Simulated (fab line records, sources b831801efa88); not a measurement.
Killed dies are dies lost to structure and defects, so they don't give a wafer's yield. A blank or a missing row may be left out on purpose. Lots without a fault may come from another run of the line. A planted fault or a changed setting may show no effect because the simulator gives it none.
Which tool did it? | flow sky130 | 13 lots, 39 wafers sampled, at 4 steps of a route of 708

WHAT THE GAUGES READ, wafer by wafer
SKY_FIELD_ISO_THK_MEAS_23. Usual: FIELD_ISO_OXIDATION_01_THK 9.91 nm, standard deviation 0.18.
lot  | measured    | on            | FIELD_ISO_OXIDATION_01_THK (nm) | flag
L703 | day 2 12:34 | film_metro-03 | 9.87 9.89 9.84                  |
L704 | day 2 12:33 | film_metro-04 | 9.53 9.81 9.55                  |
L705 | day 2 22:20 | film_metro-01 | 10.01 10.12 10.12               |
L706 | day 3 05:07 | film_metro-03 | 9.85 9.79 9.86                  |
L707 | day 3 12:31 | film_metro-04 | 10.01 10.10 9.95                |
L708 | day 3 12:30 | film_metro-03 | 9.93 9.97 9.87                  |
L709 | day 3 20:31 | film_metro-01 | 9.86 9.86 9.71                  |
L710 | day 3 21:04 | film_metro-01 | 9.97 9.91 10.00                 |
L711 | day 4 05:20 | film_metro-01 | 10.14 10.15 10.18               |
L715 | day 4 21:40 | film_metro-01 | 9.94 10.05 10.00                |
L716 | day 5 03:27 | film_metro-01 | 9.86 9.93 9.89                  |
L719 | day 5 19:47 | film_metro-01 | 9.65 9.47 9.85                  |
L721 | day 6 04:25 | film_metro-04 | 9.92 9.93 9.89                  |

SKY_GATE_OXIDE_TW_MEAS_14. Usual: GATE_OXIDE_TW 225.1, standard deviation 1.7.
lot  | measured     | on            | GATE_OXIDE_TW     | flag
L703 | day 14 18:44 | film_metro-03 | 226.5 226.3 226.6 |
L704 | day 14 23:39 | film_metro-03 | 227.7 226.6 226.4 |
L705 | day 15 10:20 | film_metro-03 | 227.2 227.8 225.9 |
L706 | day 15 13:10 | film_metro-03 | 226.5 227.7 227.1 |
L707 | day 15 15:27 | film_metro-04 | 226.3 227.1 226.5 |
L708 | day 15 17:35 | film_metro-02 | 223.1 223.0 221.7 |
L709 | day 16 09:22 | film_metro-02 | 222.3 222.8 221.7 |
L710 | day 16 12:52 | film_metro-04 | 223.8 224.2 225.3 |
L711 | day 17 02:53 | film_metro-02 | 225.5 223.2 223.9 |
L715 | day 18 01:24 | film_metro-04 | 227.0 227.8 226.3 |
L716 | day 18 10:53 | film_metro-02 | 222.7 222.4 222.6 |
L719 | day 19 22:32 | film_metro-03 | 225.2 225.3 224.6 |
L721 | day 20 06:47 | film_metro-04 | 224.9 224.3 225.0 |

SKY_LDD_N_OVL_MEAS_07. Usual: LDD_N_OVL -1.1 nm, standard deviation 1.4.
lot  | measured     | on         | LDD_N_OVL (nm) | flag
L703 | day 18 15:35 | overlay-02 | -1.6 0.2 -0.4  |
L704 | day 18 21:04 | overlay-02 | -1.2 1.1 0.0   |
L705 | day 19 11:27 | overlay-01 | -3.5 -3.0 -1.9 |
L706 | day 19 13:46 | overlay-01 | -3.4 -0.3 -0.7 |
L707 | day 19 19:56 | overlay-02 | -2.4 -1.6 -2.3 |
L708 | day 19 23:06 | overlay-01 | -1.5 -1.6 0.9  |
L709 | day 20 11:37 | overlay-01 | -2.8 0.1 -2.7  |
L710 | day 20 16:40 | overlay-02 | 0.0 -0.8 -1.1  |
L711 | day 21 06:24 | overlay-02 | 0.4 1.5 1.9    |
L715 | day 22 05:01 | overlay-02 | -1.2 -1.1 0.6  |
L716 | day 22 16:40 | overlay-01 | -1.3 -3.1 -1.7 |
L719 | day 24 01:09 | overlay-01 | -3.5 -3.0 -2.4 |
L721 | day 24 09:27 | overlay-01 | 0.7 -2.5 1.0   |

WHICH TOOL RAN EACH LOT (tool, then ch and the chambers of the sampled wafers, then the start)
lot  | SKY_FIELD_ISO_ETCH_14
L703 | rie_diel-01 ch 0,1,3, day 2 04:01
L704 | rie_diel-03 ch 2,3, day 2 09:55
L705 | rie_diel-01 ch 0,1,2, day 2 14:08
L706 | rie_diel-02 ch 1,3, day 2 21:54
L707 | rie_diel-01 ch 0,1,3, day 3 08:43
L708 | rie_diel-03 ch 2,3, day 3 09:09
L709 | rie_diel-02 ch 0,2,3, day 3 18:43
L710 | rie_diel-03 ch 0,1, day 3 18:50
L711 | rie_diel-03 ch 0,1, day 4 03:15
L715 | rie_diel-01 ch 1,3, day 4 19:23
L716 | rie_diel-03 ch 0,1,3, day 5 00:52
L719 | rie_diel-02 ch 0,2,3, day 5 18:04
L721 | rie_diel-01 ch 0,2,3, day 6 02:07
- SKY_FIELD_ISO_ETCH_14: etches BARC in N2/H2, stops on SiO2, time 45.9 s, target depth 60 nm.

WHAT THE TOOLS THEMSELVES READ (means of the sampled wafers that have a number; where no wafer has one, the mark that the record gives instead)
SKY_FIELD_ISO_ETCH_14. Usual: bias_w 100.0 W, standard deviation 0.34; drypump_motor_current_A 5.6 A, standard deviation 0.39; oes_product_au 0.854 a.u., standard deviation 0.0049; throttle_valve_pct 13.224 %, standard deviation 0.0087.
lot  | tool        | bias_w (W) | drypump_motor_current_A (A) | oes_product_au (a.u.) | throttle_valve_pct (%) | flag
L703 | rie_diel-01 | 99.8       | 5.9                         | 0.857                 | 13.220                 |
L704 | rie_diel-03 | 99.9       | 5.8                         | 0.854                 | 13.224                 |
L705 | rie_diel-01 | 100.0      | 5.9                         | 0.853                 | 13.221                 |
L706 | rie_diel-02 | 100.3      | 5.2                         | 0.854                 | 13.225                 |
L707 | rie_diel-01 | 100.0      | 5.9                         | 0.855                 | 13.229                 |
L708 | rie_diel-03 | 99.9       | 5.8                         | 0.854                 | 13.221                 |
L709 | rie_diel-02 | 100.2      | 5.7                         | 0.851                 | 13.224                 |
L710 | rie_diel-03 | 100.4      | 5.1                         | 0.855                 | 13.220                 |
L711 | rie_diel-03 | 100.1      | 5.1                         | 0.857                 | 13.225                 |
L715 | rie_diel-01 | 100.1      | 5.8                         | 0.851                 | 13.224                 |
L716 | rie_diel-03 | 100.2      | 5.4                         | 0.852                 | 13.221                 |
L719 | rie_diel-02 | 99.9       | 5.7                         | 0.852                 | 13.222                 |
L721 | rie_diel-01 | 90.1       | 5.9                         | 0.846                 | 13.218                 | OFF

THE ANSWER, worked out from the rows above alone
Rule: a lot is off if the mean of its wafers that have a number lies more than 3 standard deviations from the usual mean. A lot without any number at a reading at which 4 lots or more have one is off too. The other lots that the step has rows for count as sound. The gauges are gone through in route order, then the tools' own readings, and for those a lot's mean is taken as printed above. The first step at which some lot is off is used, and at that step the reading that is off furthest; a lot without a number counts as furthest.
Off: L721, at SKY_FIELD_ISO_ETCH_14 (bias_w).
A tool fits if, at that step or a process step before it, it ran every lot that is off, and no sound lot after the first of them. One fits: rie_diel-01 at SKY_FIELD_ISO_ETCH_14. Its last sound lot is L715 (day 4 19:23), its first lot that is off L721 (day 6 02:07): a fault that began between those two fits.
The tool's own readings at SKY_FIELD_ISO_ETCH_14 bear it out: on the lots that are off they differ by more than 5 times the standard deviation of the sound lots' means. bias_w reads 90.1 W there against 100.1 W on the sound lots.

WHAT THE SIMULATOR HAD PUT IN
Process parameter drift: rie_diel-01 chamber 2, from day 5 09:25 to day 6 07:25, at SKY_FIELD_ISO_ETCH_14. Setting bias_w, moved by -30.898, from 100. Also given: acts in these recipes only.
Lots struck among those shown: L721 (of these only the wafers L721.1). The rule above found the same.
